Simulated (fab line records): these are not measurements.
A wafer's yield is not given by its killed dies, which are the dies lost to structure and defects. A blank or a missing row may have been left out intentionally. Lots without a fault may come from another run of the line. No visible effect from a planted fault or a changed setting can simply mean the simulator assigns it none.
One fault through the eyes of 2 desks ; flow sky130 ; each desk has only its own numbers; what lay behind them comes last

METROLOGY DESK
Lot by lot, what the gauges showed, no matter which tool ran the lot: averages of those sampled wafers that carry a number. A lot is out of limits, marked OUT, if its mean lies more than 4 standard deviations from the usual mean; the brackets give that distance.
Columns: A = PASSIVATION_CVD_02_THK at SKY_PASSIVATION_THK_MEAS_03, usual 543 nm
lot;first seen here;A
L772;day 44 23:16;540
L775;day 46 00:02;534
L776;day 46 06:57;547
L777;day 46 13:11;535
L782;day 47 16:40;596 (+6.8) OUT
L783;day 47 23:27;599 (+7.0) OUT
L786;day 48 12:47;544
L791;day 49 16:26;543
L790;day 49 20:04;549
L792;day 49 21:31;545
L793;day 49 22:23;542
This desk finds L782, L783 out of limits, with the earliest case on L782 at day 47 16:40 (PASSIVATION_CVD_02_THK at SKY_PASSIVATION_THK_MEAS_03). Within limits: L772, L775, L776, L777, L786, L791, L790, L792, L793.

FOR THE TOOL OWNER'S DESK: pecvd-01
The tool's own readings at SKY_PASSIVATION_CVD_02 (deposits Si3N4, target thk 540 nm): means of the sampled wafers that have a number, for each lot that ran on this tool. A lot is out of limits, marked OUT, if its mean lies more than 4 standard deviations from the usual mean; the brackets give that distance.
Columns: A = heaterPowerW at SKY_PASSIVATION_CVD_02, usual 734 W; B = rfFwdPowerW at SKY_PASSIVATION_CVD_02, usual 449.1 W
lot;first seen here;A;B
L772;day 44 23:02;705;448.3
L782;day 47 16:26;636;628.8 (+99 or more) OUT
L783;day 47 23:13;651;628.1 (+99 or more) OUT
This desk's finding: out of limits on L782, L783; first on L782, day 47 16:26 (rfFwdPowerW at SKY_PASSIVATION_CVD_02). Within limits: L772.

ALL TOGETHER
On L782, L783, at day 47 16:26, an alarm was possible from the tool owner's desk.
The metrology desk could have raised an alarm at day 47 16:40, on L782, L783.
All the named lots went through SKY_PASSIVATION_CVD_02 on pecvd-01.

WHAT THE SIMULATOR HAD INSERTED
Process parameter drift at SKY_PASSIVATION_CVD_02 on pecvd-01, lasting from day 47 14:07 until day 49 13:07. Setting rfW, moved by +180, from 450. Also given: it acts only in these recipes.
Lots struck among those shown: L782, L783.
Delay (hours) between the fault's onset and each desk's first out-of-limits reading: 2 at the tool owner's desk, 3 at the metrology desk.
